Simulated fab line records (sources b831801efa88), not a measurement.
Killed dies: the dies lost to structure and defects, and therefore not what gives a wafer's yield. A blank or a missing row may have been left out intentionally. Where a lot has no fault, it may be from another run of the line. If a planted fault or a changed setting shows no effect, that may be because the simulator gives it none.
A lot that was struck, set against a sound lot | flow gf180mcu | 18 out of 602 route steps
Sound: wafers L400.2, L400.4, L400.5. Struck: wafers L398.3, L398.4, L398.5. Last of all comes the cause.
Per side, at each step with rows, come the tool, then ch with its chambers, and then its first start. Under that, the readings that differ: sound wafers | struck wafers | difference of the means | sigmas: that difference in standard deviations of wafers without a fault.
alike: words and numbers the same on both sides, and readings whose means are apart by under 2 such deviations; not compared: readings that were withheld, readings missing a value for some wafer, numbers with overlapping values and no deviation given by the record, and bounds like >300 which may hide the same value.
Wherever a step has rows on one side only, a row that says differs or no value, or a row with sigmas, the two part there. Numbers that have no deviation but don't overlap get no sigmas and don't part them. Lack of a reading on every wafer of one side parts them only where that side has two or more wafers.

GF_MIM_SPUTTER_04: material TiN, target thk 50 nm, time 41.7 s.
  sound on pvdSputter-03, day 30 04:31; struck on pvdSputter-04, day 29 15:49
reading                | sound                | struck               | difference | sigmas
chamberPressurePa (Pa) | 0.3945 0.4001 0.4006 | 0.4006 0.3994 0.4008 | +0.0019    | +2
  alike: throttleValvePct
then, 1 step without rows for these wafers: GF_MIM_CVD_05 (deposits Si3N4, target thk 42 nm, time 29.086 s).
GF_MIM_THK_MEAS_06:
  sound on filmMetro-04, day 30 04:36; struck on filmMetro-04, day 29 15:55
  alike: MIM_CVD_05_THK
GF_MIM_SPUTTER_07: material TiN, target thk 60 nm, time 50 s.
  sound on pvdSputter-02, day 30 04:39; struck on pvdSputter-03, day 29 15:57
  alike: chamberPressurePa, throttleValvePct
GF_MIM_SPUTTER_08: material AlCu, target thk 200 nm, time 10.6 s.
  sound on pvdSputter-02, day 30 04:42; struck on pvdSputter-03, day 29 16:00
  alike: chamberPressurePa, throttleValvePct
GF_MIM_SPUTTER_09: material TiN, target thk 35 nm, time 29.2 s.
  sound on pvdSputter-02, day 30 04:43; struck on pvdSputter-03, day 29 16:01
reading                | sound                | struck               | difference | sigmas
chamberPressurePa (Pa) | 0.4005 0.4021 0.4005 | 0.3980 0.3991 0.3977 | -0.0028    | -3
  alike: throttleValvePct
GF_MIM_RS_MEAS_10: the measuring method here is four-point-probe.
  sound on filmMetro-04, day 30 04:46; struck on filmMetro-03, day 29 16:05
reading              | sound                | struck               | difference | sigmas
MIM_ALCU_RS (ohm/sq) | 0.1614 0.1603 0.1618 | 0.1639 0.1655 0.1647 | +0.0035    | +2
GF_MIM_THK_MEAS_11: measures by xrf.
  sound on filmMetro-04, day 30 04:53; struck on filmMetro-03, day 29 16:11
  alike: MIM_ALCU_THK
then, 4 steps without rows for these wafers: GF_MIM_DEHYDRATE_12 (time 60 s); GF_MIM_HMDS_13 (prime time 60 s); GF_MIM_COAT_14 (resist thk 1000 nm); GF_MIM_SOFTBAKE_15 (time 60 s).
GF_MIM_EXPOSE_16: exposes mask FuseTop, target cd 2000 nm.
  sound on ilineStepper-02 ch 0, day 30 13:53; struck on ilineStepper-01 ch 0, day 30 01:44
  alike: mask, reticleTempC
then, 2 steps without rows for these wafers: GF_MIM_PEB_17; GF_MIM_DEVELOP_18 (develop time 60 s).
GF_MIM_METAL_ETCH_19: etches the open film in Cl2/BCl3, stops on Si3N4, target depth 324.5 nm, time 54.1 s.
  sound on rieMetal-04 ch 0, day 30 21:37; struck on rieMetal-02 ch 0,1, day 30 10:54
  alike: drypumpMotorCurrentA, mfcCl2Sccm, oesProductAu, rfFwdPowerW, throttleValvePct
  not compared: rfHoursCounterH, model.MIM.cdNm
GF_MIM_STRIP_20: strips in O2/N2.
  sound on plasmaAsher-04 ch 0,1, day 30 21:41; struck on plasmaAsher-01 ch 0,1, day 30 10:59
  alike: drypumpMotorCurrentA, heaterPowerW, oesProductAu, stripTimeToEndpointS
  not compared: rfHoursCounterH
following that, these wafers have no rows for 1 step: GF_PASSIVATION_PROBE_99.

== WHERE THEY PART ==
Last at GF_MIM_RS_MEAS_10 as far as this record goes, first at GF_MIM_SPUTTER_04. Later steps at which nothing parts them and some readings are alike: GF_MIM_THK_MEAS_11, GF_MIM_EXPOSE_16, GF_MIM_METAL_ETCH_19, GF_MIM_STRIP_20.

WHY: what had been put in by the simulator
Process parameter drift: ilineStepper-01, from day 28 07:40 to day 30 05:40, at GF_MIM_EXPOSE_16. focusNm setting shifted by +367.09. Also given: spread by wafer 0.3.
